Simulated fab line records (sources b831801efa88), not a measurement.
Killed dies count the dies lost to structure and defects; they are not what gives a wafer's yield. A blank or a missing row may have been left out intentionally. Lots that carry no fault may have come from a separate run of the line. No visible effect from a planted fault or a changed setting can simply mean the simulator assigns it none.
Which tool is to blame? ; flow gf180mcu ; Sampling: 14 lots, 42 wafers, 4 of 602 route steps

## WHAT THE GAUGES SHOWED, per wafer
GF_PSD_CD_MEAS_07 targets a cd of 400 nm.
lot;measured;on;cd-nm (nm)
L167;day 14 00:16;cd-sem-02;401.3 401.1 402.2
L168;day 14 03:43;cd-sem-02;396.4 399.3 398.6
L169;day 14 15:20;cd-sem-02;403.9 402.2 401.5
L170;day 15 03:44;cd-sem-01;399.3 398.0 397.4
L172;day 15 17:09;cd-sem-02;398.6 398.9 398.4
L173;day 16 05:44;cd-sem-02;400.5 402.2 401.9
L174;day 16 12:41;cd-sem-01;402.4 402.5 403.4
L176;day 17 02:05;cd-sem-02;402.7 401.2 402.0
L177;day 17 12:37;cd-sem-02;403.8 404.1 405.2
L178;day 17 17:36;cd-sem-01;400.2 399.4 400.0
L181;day 18 21:58;cd-sem-02;397.9 397.1 398.7
L187;day 21 13:00;cd-sem-02;392.2 394.5 393.3
L188;day 21 19:50;cd-sem-01;393.9 394.4 393.0
L189;day 22 00:44;cd-sem-01;401.7 401.7 404.0

GF_PSD_OVL_MEAS_08.
lot;measured;on;PSD_OVL (nm)
L167;day 14 00:20;overlay-01;-0.6 0.8 -0.8
L168;day 14 03:49;overlay-02;-1.3 -1.7 -0.2
L169;day 14 15:28;overlay-02;-3.3 -2.1 -1.9
L170;day 15 03:52;overlay-01;1.1 0.1 1.0
L172;day 15 17:16;overlay-01;-1.6 0.4 -2.5
L173;day 16 05:52;overlay-01;-1.5 -0.8 -1.3
L174;day 16 12:49;overlay-02;-3.1 -0.1 0.4
L176;day 17 02:13;overlay-01;0.3 -1.3 -1.0
L177;day 17 12:43;overlay-02;-0.9 0.7 2.4
L178;day 17 17:40;overlay-02;-0.1 -1.8 0.9
L181;day 18 22:04;overlay-01;-1.1 -0.5 2.1
L187;day 21 13:05;overlay-01;0.5 0.7 -0.4
L188;day 21 19:55;overlay-02;1.4 -0.4 -0.1
L189;day 22 00:52;overlay-02;-0.6 0.8 0.3

GF_PSD_TW_MEAS_11.
lot;measured;on;PSD_TW
L167;day 14 00:38;film-metro-03;3091 3114 3115
L168;day 14 04:07;film-metro-02;3151 3178 3186
L169;day 14 15:45;film-metro-03;3100 3089 3102
L170;day 15 04:08;film-metro-03;3127 3138 3123
L172;day 15 17:33;film-metro-02;3170 3150 3168
L173;day 16 06:09;film-metro-01;3160 3159 3162
L174;day 16 13:06;film-metro-03;3079 3087 3111
L176;day 17 02:29;film-metro-03;3108 3094 3119
L177;day 17 13:01;film-metro-01;3191 3187 3202
L178;day 17 17:58;film-metro-02;3153 3184 3178
L181;day 18 22:22;film-metro-02;3161 3186 3158
L187;day 21 13:23;film-metro-01;3172 3152 3169
L188;day 21 20:13;film-metro-03;3116 3115 3112
L189;day 22 01:08;film-metro-02;3167 3174 3184

## EACH LOT AND THE TOOL THAT RAN IT (in order: tool; ch and the chambers of the sampled wafers; start)
lot;GF_PSD_DEVELOP_06
L167;litho-track-03 ch 0, day 14 00:07
L168;litho-track-03 ch 0, day 14 03:34
L169;litho-track-04 ch 0, day 14 15:11
L170;litho-track-02 ch 0, day 15 03:35
L172;litho-track-03 ch 0, day 15 17:00
L173;litho-track-04 ch 0, day 16 05:35
L174;litho-track-04 ch 0, day 16 12:32
L176;litho-track-02 ch 0, day 17 01:56
L177;litho-track-03 ch 0, day 17 12:28
L178;litho-track-02 ch 0, day 17 17:28
L181;litho-track-03 ch 0, day 18 21:49
L187;litho-track-04 ch 0, day 21 12:52
L188;litho-track-04 ch 0, day 21 19:41
L189;litho-track-02 ch 0, day 22 00:35
- GF_PSD_DEVELOP_06: develop time 60 s.

## WHAT THE TOOLS THEMSELVES READ (means of the sampled wafers that have a number; where no wafer has one, the mark that the record gives instead)
GF_PSD_DEVELOP_06.
lot;tool;developer-temp-C (C);resist-line-temp-C (C)
L167;litho-track-03;22.97;23.11
L168;litho-track-03;23.03;23.05
L169;litho-track-04;22.98;23.11
L170;litho-track-02;23.03;22.98
L172;litho-track-03;22.92;22.96
L173;litho-track-04;22.96;23.03
L174;litho-track-04;23.03;23.01
L176;litho-track-02;22.96;23.10
L177;litho-track-03;23.06;22.98
L178;litho-track-02;22.89;23.00
L181;litho-track-03;23.15;22.96
L187;litho-track-04;25.17;22.85
L188;litho-track-04;25.40;22.93
L189;litho-track-02;23.16;22.94

## THE ANSWER, worked out from the rows above alone
Rule: usual is defined by the lots themselves. The widest of any qualifying gaps counts: lots, ordered by their means at a reading, are off when they make up no more than a third of the lots, leave a main group of 4 or more, and stand apart from it by 3 or more times the standard deviation of that group's means. The tables above print the reading to a certain number of digits; a main group whose means all agree to those digits is not used. A lot without any number at a reading at which 4 lots or more have one is off too. Any other lot the step has rows for is counted as sound. The gauges are gone through in route order, then the tools' own readings, and for those a lot's mean is taken as printed above. The first step at which some lot is off is used, and at that step the reading that is off furthest; a lot without a number counts as furthest.
Off, at GF_PSD_DEVELOP_06 on developer-temp-C: L187, L188. For the main group the mean is 23.01 C and the standard deviation 0.079.
A tool fits if, at that step or a process step before it, it ran every lot that is off, and no sound lot after the first of them. One fits: GF_PSD_DEVELOP_06 on litho-track-04. A fault onset in the window from L174 (day 16 12:32, its last sound lot) to L187 (day 21 12:52, its first lot off) fits.
The tool's own readings at GF_PSD_DEVELOP_06 bear it out: on the lots that are off they differ by more than 5 times the standard deviation of the sound lots' means. developer-temp-C reads 25.29 C there against 23.01 C on the sound lots.

## WHAT THE SIMULATOR HAD INSERTED
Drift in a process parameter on litho-track-04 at GF_PSD_DEVELOP_06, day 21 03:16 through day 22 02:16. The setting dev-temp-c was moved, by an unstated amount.
Shown lots that were struck: L187, L188. Same finding as the rule above.
